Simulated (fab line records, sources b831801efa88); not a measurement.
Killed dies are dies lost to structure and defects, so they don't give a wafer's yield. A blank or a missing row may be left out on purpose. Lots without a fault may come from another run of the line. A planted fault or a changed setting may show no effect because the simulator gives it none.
Chamber matching | flow sky130 | SKY_FIELD_ISO_CMP_27 on cmp-01: 4 sister chambers
The step polishes, stops on Si3N4, t overpolish 16 s, target thk 457.8 nm. 4 wafers are shown with their chamber, then 7 later ones without.

WAFERS WITH THEIR CHAMBER
wafer  | chamber | motor_current_A (A)
L303.4 | 0       | 13.4
L304.6 | 1       | 13.8
L308.2 | 3       | 12.3
L308.3 | 2       | 12.9

WAFERS WITHOUT THEIR CHAMBER
wafer  | motor_current_A (A)
L308.4 | 14.1
L319.1 | 12.9
L319.5 | 14.2
L319.6 | 14.3
L320.4 | 12.0
L320.5 | 13.5
L320.6 | 12.7

WHICH CHAMBER EACH WENT THROUGH
wafer  | from the rows above          | in truth
L308.4 | can't be placed: 1 or 0      | 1
L319.1 | can't be placed: 2 or 0 or 3 | 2
L319.5 | can't be placed: 1 or 0      | 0
L319.6 | can't be placed: 1 or 0      | 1
L320.4 | can't be placed: 3 or 2      | 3
L320.5 | can't be placed: 0 or 1 or 2 | 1
L320.6 | can't be placed: 2 or 3 or 0 | 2
Placed correctly: 0 of 7. Can't be placed from these rows: 7 (the true chamber is among the candidates in 7). Placed wrongly: 0.
How it was worked out, from the rows above alone: a wafer's distance from a chamber is the root of the sum, over the readings, of the square of ((its reading less the chamber's mean) divided by the reading's scatter). The wafer belongs to the nearest chamber; if the next one is less than 2 further off, it can't be placed. A chamber's mean is the mean of its shown wafers. The scatter: with one shown wafer a chamber, the root of the mean of the squares of how far each hidden wafer lies from its nearest shown one.
